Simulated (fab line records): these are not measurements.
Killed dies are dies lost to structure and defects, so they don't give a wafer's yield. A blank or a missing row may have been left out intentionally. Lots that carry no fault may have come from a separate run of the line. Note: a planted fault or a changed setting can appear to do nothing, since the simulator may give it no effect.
Comparing a struck lot with a sound one :: flow sky130 :: 17 steps out of a route of 708
Sound: the wafers L438.2, L438.3, L438.6. Struck: wafers L457.1, L457.2, L457.5. At the end, the cause is stated.
Order at every step that has rows: each side's tool, ch and its chambers, its first start. Under that, the readings that differ: sound wafers :: struck wafers :: difference of the means :: sigmas: that difference in standard deviations of wafers without a fault.
alike: same words and numbers on both sides, and readings whose means sit less than 2 such deviations apart. not compared: any withheld reading, any reading some wafer has no value for, any bound like >300 that may hide the same value, and any number with overlapping values for which the record gives no deviation.
A row with sigmas, a row that says differs or no value, or rows on one side alone: a step with any of these is where the two part. Numbers that don't overlap but have no deviation are shown without sigmas and don't part them. Lack of a reading on every wafer of one side parts them only where that side has two or more wafers.

SKY_LI_CONTACT_CMP_02: polishes PSG.
  sound on cmp-02 ch 0,2,3, day 29 09:22; struck on cmp-02 ch 0,2,3, day 34 20:28
  alike: motorCurrentA, timeToEndpointS
SKY_LI_CONTACT_BOW_MEAS_03:
  sound on filmMetro-04 at day 29 09:38; struck on filmMetro-03 at day 34 20:43
  alike: LI_CONTACT_BOW
then, 8 steps without rows for these wafers: SKY_LI_CONTACT_DEHYDRATE_04 (time 60 s); SKY_LI_CONTACT_HMDS_05 (prime time 60 s); SKY_LI_CONTACT_COAT_06 (resist thk 60 nm); SKY_LI_CONTACT_COAT_07 (resist thk 450 nm); SKY_LI_CONTACT_SOFTBAKE_08 (time 90 s); SKY_LI_CONTACT_EXPOSE_09 (exposes mask LICM1, target cd 170 nm); SKY_LI_CONTACT_PEB_10; SKY_LI_CONTACT_DEVELOP_11 (develop time 60 s).
SKY_LI_CONTACT_CD_MEAS_12: the cd target is 170 nm.
  sound on cdSem-01 at day 30 13:53; struck on cdSem-02 at day 35 23:04
  alike: cdNm
SKY_LI_CONTACT_OVL_MEAS_13:
  sound on overlay-02 at day 30 13:59; struck on overlay-01 at day 35 23:11
  alike: LI_CONTACT_OVL
SKY_LI_CONTACT_ETCH_14: etches BARC in N2/H2, stops on SiO2, time 45.9 s, target depth 60 nm.
  sound on rieDiel-03 ch 0,1,2, day 30 14:01; struck on rieDiel-03 ch 0,2, day 35 23:13
reading: rfFwdPowerW (W)
sound: 490.3 489.7 494.8
struck: 690.3 695.6 695.4
difference: +202.2
sigmas: +88

reading: model.KrF-thick_of_LI_CONTACT_COAT_07.thkNm (nm)
sound: 393.6 394.7 395.8
struck: 379.1 379.3 379.3
difference: -15.5
sigmas: 

reading: model.SiO2_of_SONOS_ONO_CVD_04.thkNm (nm)
sound: 4.185 4.192 4.13
struck: 3.707 3.607 3.597
difference: -0.532
sigmas: 
  alike: drypumpMotorCurrentA, oesProductAu, throttleValvePct
  not compared: rfHoursCounterH, model.LI_CONTACT.cdNm
SKY_LI_CONTACT_ETCH_15: etches PSG in C4F8/O2/Ar, stops on Si, target depth 600 nm.
  sound on rieDiel-03 ch 0,1,2, day 30 14:04; struck on rieDiel-03 ch 0,2, day 35 23:16
reading: model.KrF-thick_of_LI_CONTACT_COAT_07.thkNm (nm)
sound: 229.5 229 234.6
struck: 216 218.9 217.8
difference: -13
sigmas: 
  alike: oesProductAu, rfFwdPowerW
  not compared: model.LI_CONTACT.cdNm
SKY_LI_CONTACT_STRIP_16: strips in O2/N2.
  sound on plasmaAsher-02 ch 0,1, day 30 14:08; struck on plasmaAsher-02 ch 0,1, day 35 23:20
reading: stripTimeToEndpointS (s)
sound: 3.48 3.46 3.52
struck: 3.32 3.35 3.35
difference: -0.15
sigmas: -4
  alike: drypumpMotorCurrentA, oesProductAu
  not compared: rfHoursCounterH
then, 1 step without rows for these wafers: SKY_LI_CONTACT_CLEAN_17 (cleans in NMP, time 600 s).
-- here the record skips 15 days between the struck wafers' starts before and after, leaving off in module LI_CONTACT and picking up in module PAD_OPEN (first step shown: number 708 of the route) --
SKY_PAD_OPEN_PROBE_99:
  sound on prober-02 at day 46 18:25; struck on prober-01 at day 50 13:32
  alike: killed_at_M0_to_M3, killed_at_M4_up, killedAtContacts, killedAtFrontEnd, killedAtOther, killedDies, killedOpen, killedShort

## WHERE THEY PART
Earliest at SKY_LI_CONTACT_ETCH_14; latest, in this record, at SKY_LI_CONTACT_STRIP_16. Later steps at which nothing parts them and some readings are alike: SKY_PAD_OPEN_PROBE_99.

WHY: what had been put in by the simulator
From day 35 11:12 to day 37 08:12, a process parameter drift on rieDiel-03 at SKY_LI_CONTACT_ETCH_14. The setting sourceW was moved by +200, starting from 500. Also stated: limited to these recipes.
